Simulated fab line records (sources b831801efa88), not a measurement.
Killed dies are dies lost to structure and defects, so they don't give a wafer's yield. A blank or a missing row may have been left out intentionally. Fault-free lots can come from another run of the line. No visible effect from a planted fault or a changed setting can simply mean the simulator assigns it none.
Comparing a struck lot with a sound one    flow gf180mcu    23 out of 602 route steps
Sound: these wafers, L684.1, L684.4, L684.5. Wafers L691.2, L691.5, L691.6 were the ones struck. The cause is given at the end.
Per side, at each step with rows, come the tool, then ch with its chambers, and then its first start. Under that, the readings that differ: sound wafers    struck wafers    difference of the means    sigmas: that difference in standard deviations of wafers without a fault.
alike: a reading whose means differ by less than 2 such deviations, as well as words and numbers matching on both sides. not compared: withheld readings; readings where some wafer has no value; bounds like >300 that might hide an equal value; numbers whose values overlap and for which the record gives no deviation.
A row with sigmas, a row that says differs or no value, or rows on one side alone: a step with any of these is where the two part. Numbers that have no deviation but don't overlap get no sigmas and don't part them. A reading that every wafer of one side lacks parts them only if that side has two wafers or more.

first, 4 steps without rows for these wafers: GF_NSD_SOFTBAKE_03 (time 60 s); GF_NSD_EXPOSE_04 (exposes mask Nplus, target cd 400 nm); GF_NSD_PEB_05; GF_NSD_DEVELOP_06 (develop time 60 s).
GF_NSD_CD_MEAS_07 targets a cd of 400 nm.
  struck on cdSem-02, day 17 03:31; sound on cdSem-01, day 14 16:23
  alike: cdNm
GF_NSD_OVL_MEAS_08:
  struck on overlay-01, day 17 03:37; sound on overlay-01, day 14 16:31
  alike: NSD_OVL
then, 2 steps without rows for these wafers: GF_NSD_IMPLANT_09; GF_NSD_IMPLANT_10.
GF_NSD_STRIP_11: strips in O2/N2.
  sound on plasmaAsher-03 ch 0,1, day 14 16:51; struck on plasmaAsher-02 ch 0,1, day 17 03:57
  alike: drypumpMotorCurrentA, heaterPowerW, oesProductAu, stripTimeToEndpointS
  not compared: rfHoursCounterH
GF_NSD_TW_MEAS_12:
  struck on filmMetro-02, day 17 04:04; sound on filmMetro-03, day 14 16:57
  alike: NSD_TW
then, 2 steps without rows for these wafers: GF_PSD_DEHYDRATE_00 (time 60 s); GF_PSD_HMDS_01 (prime time 60 s).
GF_PSD_COAT_02: resist thk 1000 nm.
  sound on lithoTrack-01 ch 0, day 15 04:01; struck on lithoTrack-02 ch 0, day 17 14:52
reading                                  sound                 struck                difference  sigmas
spinSpeedRpm (rpm)                       3001.1 3002.3 3000.3  3714.4 3712.6 3715.1  +712.8      +99 or more
model.NOVOLAK_of_PSD_COAT_02.thkNm (nm)  1003 1003 1004        903.1 900.4 901.4     -101.7      
  alike: chillPlateTempC, exhaustPa
then, 3 steps without rows for these wafers: GF_PSD_SOFTBAKE_03 (time 60 s); GF_PSD_EXPOSE_04 (exposes mask Pplus, target cd 400 nm); GF_PSD_PEB_05.
GF_PSD_DEVELOP_06: develop time 60 s.
  sound on lithoTrack-01 ch 0, day 15 15:22; struck on lithoTrack-04 ch 0, day 18 02:26
reading                                  sound           struck         difference  sigmas
model.NOVOLAK_of_PSD_COAT_02.thkNm (nm)  1002 1003 1004  902.7 900 901  -101.8      
  alike: chillPlateTempC, exhaustPa
GF_PSD_CD_MEAS_07 targets a cd of 400 nm.
  struck on cdSem-01, day 18 02:35; sound on cdSem-01, day 15 15:31
reading    sound              struck             difference  sigmas
cdNm (nm)  404.3 402.1 403.0  410.6 411.0 409.8  +7.3        +3
GF_PSD_OVL_MEAS_08:
  struck on overlay-02, day 18 02:41; sound on overlay-02, day 15 15:38
  alike: PSD_OVL
then, 1 step without rows for these wafers: GF_PSD_IMPLANT_09.
GF_PSD_STRIP_10: strips in O2/N2.
  sound on plasmaAsher-02 ch 0,1, day 15 15:49; struck on plasmaAsher-03 ch 0,1, day 18 02:52
reading                   sound              struck             difference  sigmas
oesProductAu (a.u.)       0.592 0.589 0.594  0.586 0.580 0.575  -0.011      -2
stripTimeToEndpointS (s)  16.58 16.57 16.56  15.39 15.35 15.37  -1.20       -32
  alike: drypumpMotorCurrentA, heaterPowerW
  not compared: rfHoursCounterH
GF_PSD_TW_MEAS_11:
  struck on filmMetro-04, day 18 02:59; sound on filmMetro-03, day 15 15:55
  alike: PSD_TW
GF_PASSIVATION_PROBE_99:
  the record holds rows for the sound wafers here (prober-01, day 30 12:21) but none for the struck ones

== WHERE THEY PART ==
Last at GF_PASSIVATION_PROBE_99 as far as this record goes, first at GF_PSD_COAT_02.

WHY: what the simulator had put in
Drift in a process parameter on lithoTrack-02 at GF_PSD_COAT_02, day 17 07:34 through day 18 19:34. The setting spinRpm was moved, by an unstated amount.
